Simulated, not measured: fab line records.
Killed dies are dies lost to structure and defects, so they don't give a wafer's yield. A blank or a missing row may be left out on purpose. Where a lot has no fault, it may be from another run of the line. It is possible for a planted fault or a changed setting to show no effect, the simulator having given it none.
Chamber matching :: flow sky130 :: 3 sister chambers for SKY_PASSIVATION_CVD_00 on pecvd-03
The step deposits SiO2, target thk 90 nm. 6 wafers are shown with their chamber, then 11 later ones without.

## WAFERS PAIRED WITH THEIR CHAMBERS
wafer: L085.3
chamber: 2
heater_power_w (W): 595

wafer: L085.4
chamber: 1
heater_power_w (W): 738

wafer: L086.4
chamber: 1
heater_power_w (W): 609

wafer: L086.5
chamber: 0
heater_power_w (W): 610

wafer: L086.6
chamber: 2
heater_power_w (W): 657

wafer: L088.1
chamber: 0
heater_power_w (W): 602

## WAFERS MISSING THEIR CHAMBER
wafer: L088.2
heater_power_w (W): 563

wafer: L088.3
heater_power_w (W): 726

wafer: L087.2
heater_power_w (W): 707

wafer: L087.5
heater_power_w (W): 521

wafer: L087.6
heater_power_w (W): 653

wafer: L090.2
heater_power_w (W): 535

wafer: L090.3
heater_power_w (W): 658

wafer: L090.5
heater_power_w (W): 531

wafer: L094.2
heater_power_w (W): 706

wafer: L094.3
heater_power_w (W): 537

wafer: L094.6
heater_power_w (W): 708

## WHICH CHAMBER EACH WENT THROUGH
wafer: L088.2
from the rows above: can't be placed: 0 or 2 or 1
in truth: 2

wafer: L088.3
from the rows above: can't be placed: 1 or 2 or 0
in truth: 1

wafer: L087.2
from the rows above: can't be placed: 1 or 2 or 0
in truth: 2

wafer: L087.5
from the rows above: can't be placed: 0 or 2 or 1
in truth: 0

wafer: L087.6
from the rows above: can't be placed: 1 or 2 or 0
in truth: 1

wafer: L090.2
from the rows above: can't be placed: 0 or 2 or 1
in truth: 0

wafer: L090.3
from the rows above: can't be placed: 1 or 2 or 0
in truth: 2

wafer: L090.5
from the rows above: can't be placed: 0 or 2 or 1
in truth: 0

wafer: L094.2
from the rows above: can't be placed: 1 or 2 or 0
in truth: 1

wafer: L094.3
from the rows above: can't be placed: 0 or 2 or 1
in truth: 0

wafer: L094.6
from the rows above: can't be placed: 1 or 2 or 0
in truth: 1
Correct placement for 0 of the 11. These rows do not allow placing 11 (true chamber among the candidates in 11). Number placed wrongly: 0.
How it was worked out, from the rows above alone: a wafer's distance from a chamber is the root of the sum, over the readings, of the square of ((its reading less the chamber's mean) divided by the reading's scatter). If the next closest chamber is less than 2 further off than the closest, the wafer can't be placed; otherwise it belongs to the closest. The mean given for a chamber averages the wafers shown for that chamber. The scatter: take each reading less its chamber's mean, square it, sum over the shown wafers, divide by the number of wafers less the number of chambers, and take the root.
